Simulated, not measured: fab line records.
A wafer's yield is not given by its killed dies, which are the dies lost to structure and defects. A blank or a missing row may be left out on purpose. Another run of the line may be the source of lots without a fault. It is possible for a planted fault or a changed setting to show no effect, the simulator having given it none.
Which tool was responsible? | flow gf180mcu | 38 wafers from 13 lots sampled at 5 of the route's 602 steps

== WHAT THE GAUGES SHOWED, per wafer ==
GF_HV_LDD_THK_MEAS_55.
lot  | measured     | on           | HV_LDD_CVD_54_THK (nm)
L898 | day 12 00:43 | filmMetro-03 | 10.17 10.08 10.06
L899 | day 13 01:43 | filmMetro-03 | 9.93 9.98 10.22
L900 | day 13 16:31 | filmMetro-01 | 10.18 10.01 10.09
L901 | day 13 18:34 | filmMetro-04 | 9.97 9.99 9.94
L903 | day 14 18:28 | filmMetro-03 | 9.75 9.72
L905 | day 14 22:09 | filmMetro-04 | 10.01 9.97 9.96
L904 | day 14 22:57 | filmMetro-03 | 10.10 10.05 10.08
L913 | day 17 21:27 | filmMetro-01 | 9.87 9.89 9.87
L914 | day 17 23:27 | filmMetro-03 | 9.90 9.91 9.86
L916 | day 18 19:26 | filmMetro-01 | 9.93 9.87 10.02
L918 | day 19 06:57 | filmMetro-04 | 10.17 10.08 10.02
L919 | day 19 18:52 | filmMetro-01 | 10.03 10.04 9.95
L921 | day 20 04:06 | filmMetro-03 | 9.96 9.73 9.88

GF_NSD_CD_MEAS_07: the cd target is 400 nm.
lot  | measured     | on       | cdNm (nm)
L898 | day 12 21:07 | cdSem-01 | 401.4 398.5 401.0
L899 | day 13 23:33 | cdSem-01 | 397.1 399.3 397.4
L900 | day 14 14:14 | cdSem-01 | 397.1 398.3 397.9
L901 | day 14 16:20 | cdSem-01 | 401.7 400.0 401.5
L903 | day 15 17:02 | cdSem-02 | 399.9 400.8
L905 | day 15 21:22 | cdSem-02 | 395.7 399.7 399.6
L904 | day 15 21:58 | cdSem-02 | 398.3 401.1 401.9
L913 | day 18 23:07 | cdSem-02 | 401.9 399.8 401.8
L914 | day 19 01:03 | cdSem-02 | 397.0 398.3 396.1
L916 | day 19 21:53 | cdSem-02 | 399.4 398.7 400.7
L918 | day 20 09:05 | cdSem-01 | 400.3 398.7 399.7
L919 | day 20 21:13 | cdSem-01 | 404.4 404.5 405.1
L921 | day 21 05:40 | cdSem-01 | 402.3 402.1 399.5

GF_PSD_RS_MEAS_14: measurement is done with a four-point probe.
lot  | measured     | on           | NSD_RS (ohm/sq)
L898 | day 13 17:29 | filmMetro-02 | 46.14 46.16 46.19
L899 | day 14 21:21 | filmMetro-01 | 46.15 45.96 46.07
L900 | day 15 13:02 | filmMetro-02 | 45.96 46.14 46.14
L901 | day 15 14:20 | filmMetro-03 | 46.05 46.02 46.23
L903 | day 16 15:50 | filmMetro-01 | 41.90 41.83
L905 | day 16 20:58 | filmMetro-01 | 46.13 41.75 45.97
L904 | day 16 21:56 | filmMetro-03 | 41.90 46.26 46.20
L913 | day 20 00:56 | filmMetro-03 | 46.09 46.12 46.22
L914 | day 20 02:58 | filmMetro-02 | 46.19 46.11 46.12
L916 | day 20 22:59 | filmMetro-03 | 46.15 46.17 46.13
L918 | day 21 10:47 | filmMetro-02 | 46.15 46.10 46.16
L919 | day 21 22:06 | filmMetro-02 | 46.01 45.97 46.05
L921 | day 22 06:20 | filmMetro-03 | 46.00 45.98 46.00

GF_PSD_RS_MEAS_15: measurement is done with a four-point probe.
lot  | measured     | on           | PSD_RS (ohm/sq)
L898 | day 13 17:36 | filmMetro-02 | 108.31 108.50 108.40
L899 | day 14 21:28 | filmMetro-01 | 108.40 108.46 108.37
L900 | day 15 13:09 | filmMetro-02 | 108.43 108.43 108.60
L901 | day 15 14:27 | filmMetro-03 | 108.61 108.46 108.43
L903 | day 16 15:58 | filmMetro-01 | 100.87 100.57
L905 | day 16 21:05 | filmMetro-01 | 108.44 100.46 108.06
L904 | day 16 22:03 | filmMetro-03 | 101.22 109.07 109.00
L913 | day 20 01:03 | filmMetro-03 | 108.62 108.45 108.73
L914 | day 20 03:05 | filmMetro-02 | 108.48 108.72 108.68
L916 | day 20 23:07 | filmMetro-03 | 108.06 108.52 108.77
L918 | day 21 10:54 | filmMetro-02 | 108.35 108.61 108.19
L919 | day 21 22:13 | filmMetro-02 | 108.12 107.88 108.04
L921 | day 22 06:28 | filmMetro-03 | 108.36 107.99 108.44

== EACH LOT AND THE TOOL THAT RAN IT (in order: tool; ch and the chambers of the sampled wafers; start) ==
lot  | GF_PSD_RTA_13
L898 | rtpAnneal-02 ch 0, day 13 17:23
L899 | rtpAnneal-01 ch 0, day 14 21:16
L900 | rtpAnneal-01 ch 0, day 15 12:57
L901 | rtpAnneal-01 ch 0, day 15 14:15
L903 | rtpAnneal-01 ch 0, day 16 15:46
L905 | rtpAnneal-01 ch 0, day 16 20:52
L904 | rtpAnneal-01 ch 0, day 16 21:51
L913 | rtpAnneal-01 ch 0, day 20 00:51
L914 | rtpAnneal-02 ch 0, day 20 02:53
L916 | rtpAnneal-01 ch 0, day 20 22:53
L918 | rtpAnneal-01 ch 0, day 21 10:41
L919 | rtpAnneal-01 ch 0, day 21 22:01
L921 | rtpAnneal-01 ch 0, day 22 06:16
- GF_PSD_RTA_13: time 20 s.

== AS READ BY THE TOOLS THEMSELVES (means over the sampled wafers that have a number; for cases with no such wafer, the mark the record gives instead) ==
GF_PSD_RTA_13.
lot  | tool         | lampPowerPct (%) | runLengthS (s) | wafer_temp_C_max
L898 | rtpAnneal-02 | 34.6             | 48.6           | 1029.8
L899 | rtpAnneal-01 | 32.3             | 48.6           | 1028.8
L900 | rtpAnneal-01 | 32.3             | 48.8           | 1027.9
L901 | rtpAnneal-01 | 32.3             | 48.6           | 1028.6
L903 | rtpAnneal-01 | 32.3             | 72.6           | 1028.5
L905 | rtpAnneal-01 | 32.3             | 56.5           | 1028.3
L904 | rtpAnneal-01 | 32.3             | 56.4           | 1028.3
L913 | rtpAnneal-01 | 32.3             | 48.6           | 1027.6
L914 | rtpAnneal-02 | 34.7             | 48.6           | 1031.1
L916 | rtpAnneal-01 | 32.2             | 48.5           | 1029.2
L918 | rtpAnneal-01 | 32.3             | 48.6           | 1027.9
L919 | rtpAnneal-01 | 32.3             | 48.4           | 1027.9
L921 | rtpAnneal-01 | 32.3             | 48.6           | 1029.8

== THE ANSWER, worked out from the rows above alone ==
Rule: what is usual is taken from the lots themselves. The widest of any qualifying gaps counts: lots, ordered by their means at a reading, are off when they make up no more than a third of the lots, leave a main group of 4 or more, and stand apart from it by 3 or more times the standard deviation of that group's means. If all means in a main group match to the digits the tables above print for the reading, that group is not used. Also off: a lot with no number at a reading for which 4 or more lots have one. All remaining lots with rows at the step are treated as sound. First the gauges in route order, then the tools' own readings, where a lot's mean is used as printed above. The first step at which some lot is off is used, and at that step the reading that is off furthest; a lot without a number counts as furthest.
Off: L903, L905, L904, seen at GF_PSD_RS_MEAS_14 (NSD_RS). The main group has a mean of 46.10 ohm/sq with a standard deviation of 0.057.
A tool fits if, at a process step before that reading, it ran every lot that is off, and no sound lot after the first of them. Not tried: the gauges at GF_PSD_RS_MEAS_14; whatever is off there is also off at GF_PSD_RTA_13, on other tools, and gauge error can't account for it. None of those tried fits.

== WHAT WAS PUT IN BY THE SIMULATOR ==
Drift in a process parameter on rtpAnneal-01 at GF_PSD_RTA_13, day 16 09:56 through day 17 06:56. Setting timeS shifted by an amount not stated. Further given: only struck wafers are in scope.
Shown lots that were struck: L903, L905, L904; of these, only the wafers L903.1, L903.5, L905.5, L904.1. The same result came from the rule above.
